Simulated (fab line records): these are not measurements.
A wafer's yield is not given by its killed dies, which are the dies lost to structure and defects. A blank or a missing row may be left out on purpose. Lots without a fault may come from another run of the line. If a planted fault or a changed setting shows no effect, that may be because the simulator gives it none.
A struck lot beside a sound one	flow sfq-line	14 out of 325 route steps
Sound: these wafers, L337.1, L337.3, L337.4. Struck: wafer L357.6. (L357.3 of the same lot was not struck and is left out.) The cause comes at the end.
For every step that has rows: the tool of each side, followed by ch and its chambers, followed by its first start. Under that, the readings that differ: sound wafers	struck wafers	difference of the means	sigmas: that difference in standard deviations of wafers without a fault.
alike: same words and numbers on both sides, and readings whose means sit less than 2 such deviations apart. not compared: any withheld reading, any reading some wafer has no value for, any bound like >300 that may hide the same value, and any number with overlapping values for which the record gives no deviation.
Wherever a step has rows on one side only, a row that says differs or no value, or a row with sigmas, the two part there. Non-overlapping numbers with no deviation appear without sigmas and do not part them. A reading missing from all wafers of one side parts the sides only when that side holds two or more wafers.

first, 6 steps without rows for these wafers: SFQ_TRILAYER_M1_LITHO_COAT_044 (resist thk 62 nm); SFQ_TRILAYER_M1_LITHO_COAT_039 (resist thk 600 nm); SFQ_TRILAYER_M1_LITHO_SOFTBAKE_043; SFQ_TRILAYER_M1_LITHO_EXPOSE_040 (exposes mask M1, target cd 500 nm); SFQ_TRILAYER_M1_LITHO_PEB_042 (peb time 60 s); SFQ_TRILAYER_M1_LITHO_DEVELOP_041 (time 60 s).
SFQ_M1_OVL_MEAS_911:
  sound on overlay-02 at day 14 16:36; struck on overlay-02 at day 23 22:43
  alike: M1_OVL
SFQ_TRILAYER_M1_BARC_OPEN_METAL_ETCH_054: etches BARC in O2, target depth 125 nm, time 41.7 s.
  sound on rie-metal-02 ch 0,1, day 14 16:38; struck on rie-metal-02 ch 0, day 23 22:45
  alike: drypump-motor-current-A, oes-product-au
  not compared: rf-hours-counter-h
SFQ_TRILAYER_M1_ETCH_METAL_ETCH_042: etches Nb in Cl2/Ar, stops on SiO2, target depth 240 nm, time 120 s.
  sound on rie-metal-02 ch 0,1, day 14 16:42; struck on rie-metal-02 ch 0, day 23 22:50
  alike: drypump-motor-current-A, oes-product-au
  not compared: rf-hours-counter-h
SFQ_TRILAYER_M1_STRIP_STRIP_043: strips in O2.
  sound on rie-metal-02 ch 0,1, day 14 16:49; struck on rie-metal-02 ch 0, day 23 23:07
  alike: drypump-motor-current-A, oes-product-au
  not compared: rf-hours-counter-h
then, 1 step without rows for these wafers: SFQ_TRILAYER_M1_STRIP_SOLV_CLEAN_044 (cleans in NMP, time 600 s).
SFQ_TRILAYER_I1_DEP_PECVD_045: deposits SiO2 from SiH4/N2O, time 111.11 s, target thk 500 nm.
  sound on pecvd-03 ch 0,1,2, day 14 17:36; struck on pecvd-04 ch 1, day 23 23:41
  alike: heater-power-w, throttle-valve-pct
SFQ_TRILAYER_I1_CMP_CMP_046: polishes SiO2.
  sound on cmp-01 ch 0,1,3, day 15 07:07; struck on cmp-02 ch 3, day 24 04:04
reading	sound	struck	difference	sigmas
time-to-endpoint-s (s)	203 209 211	122	-86	-13
  alike: motor-current-A, platen-rpm
SFQ_I1_BOW_MEAS_912:
  sound on film-metro-01 at day 15 09:37; struck on film-metro-04 at day 24 04:37
  alike: I1_BOW

== WHERE THEY PART ==
Only at SFQ_TRILAYER_I1_CMP_CMP_046, within this record. Later steps at which nothing parts them and some readings are alike: SFQ_I1_BOW_MEAS_912.

WHY: what had been put in by the simulator
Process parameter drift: cmp-02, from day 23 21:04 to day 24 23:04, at SFQ_TRILAYER_I1_CMP_CMP_046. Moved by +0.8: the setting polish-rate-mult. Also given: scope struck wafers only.
